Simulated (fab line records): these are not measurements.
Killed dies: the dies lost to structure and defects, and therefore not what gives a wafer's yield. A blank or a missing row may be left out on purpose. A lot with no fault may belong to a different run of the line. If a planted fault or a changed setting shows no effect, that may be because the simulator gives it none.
Problem report in the 8D (eight disciplines) form, filled by code :: flow sfq line :: the parts of the form that need people (team, actions taken, sign-off) are left out

1. WHAT WENT WRONG
At SFQ_TRILAYER_I3_VIA_BARC_OPEN_VIA_ETCH_121, run length s averages 78.8 s over 2 wafers from 2 lots, while fault-free wafers read 70.1 s, standard deviation 0.56. That is +16 standard deviations from the usual mean.
The step: etches BARC in O2, target depth 125 nm, time 41.7 s.
First observed at day 49 09:34: wafer L203.3, on rie diel-03. Wafers with a number at this step in the record: 17, from 6 lots. Rule for "out", or "out of limits": more than 4 standard deviations from the usual mean. Any other wafer with a number is counted as sound.

2. WHAT THIS IS AND IS NOT
question: which readings at this step
is: run length s, oes product au
is not: bias w, drypump motor current A

question: which lots
is: L203, L206
is not: L186, L189, L195, L207

question: which wafers of those lots
is: L203.3, L206.3
is not: L203.4, L206.1, L206.5

question: read on which tools
is: rie diel-03
is not: rie diel-01, rie diel-04

question: when
is: from day 49 09:34
is not: up to then (10 sound wafers); but 5 sound wafers of L206, L207 came after

3. THE SUSPECTS, EACH WITH WHAT RULES IT OUT
Counting: a tool at a process step up to the reading stays a suspect if it ran every lot that is out. Sound lots after the first of them don't rule it out here, since some wafers of a struck lot are sound.
- cmp-02 at SFQ_TRILAYER_I3_CMP_CMP_082 (polishes SiO2): kept. It processed each lot that is out (first: L203, day 43 15:17); up to then, its last sound lot is L195 (day 40 09:42).
- rie diel-03 at SFQ_TRILAYER_I3_VIA_BARC_OPEN_VIA_ETCH_121 (etches BARC in O2, target depth 125 nm, time 41.7 s): kept. It processed each lot that is out (first: L203, day 49 09:34); up to then, its last sound lot is L195 (day 46 17:43). Its own oes product au, run length s readings are out on those wafers.
- Within cmp-02 at SFQ_TRILAYER_I3_CMP_CMP_082: the wafers that are out ran in chamber 3; their sound lot-mates ran in chamber 1.
- In rie diel-03 at SFQ_TRILAYER_I3_VIA_BARC_OPEN_VIA_ETCH_121, the wafers that are out were processed in chamber 1 and their sound lot-mates in chambers 0, 2, 3.
The count leaves rie diel-03 at SFQ_TRILAYER_I3_VIA_BARC_OPEN_VIA_ETCH_121 and cmp-02 at SFQ_TRILAYER_I3_CMP_CMP_082.

4. THE CAUSE (what the simulator had put in)
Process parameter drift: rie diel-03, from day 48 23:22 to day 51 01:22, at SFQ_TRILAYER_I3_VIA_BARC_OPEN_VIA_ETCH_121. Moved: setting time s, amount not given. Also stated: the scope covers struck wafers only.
This tool is one of the 2 suspects left after counting.

5. THE EFFECT CHAIN, in route order
One row per reading whose mean, taken over the struck wafers that have a number, lies over 3 standard deviations from the usual. Readings are gone through only where the record gives a usual standard deviation; hours: the median, over the lots, of the time from a lot's start at the first step in this table giving one to that lot's start at this step; sigmas: the change measured in usual standard deviations.
hours: 0
step: SFQ_TRILAYER_I3_VIA_BARC_OPEN_VIA_ETCH_121
reading: oes product au
usual: 0.685 a.u.
on struck wafers: 0.629
change: -0.056
sigmas: -12

hours: 0
step: SFQ_TRILAYER_I3_VIA_BARC_OPEN_VIA_ETCH_121
reading: run length s
usual: 70.1 s
on struck wafers: 78.8
change: +8.8
sigmas: +16
Its process steps:
- SFQ_TRILAYER_I3_VIA_BARC_OPEN_VIA_ETCH_121: etches BARC in O2, target depth 125 nm, time 41.7 s.

6. WHAT WOULD HAVE CAUGHT IT SOONER
First out-of-limits reading in this record: day 49 09:34, which is 10 hours after fault onset at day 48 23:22.
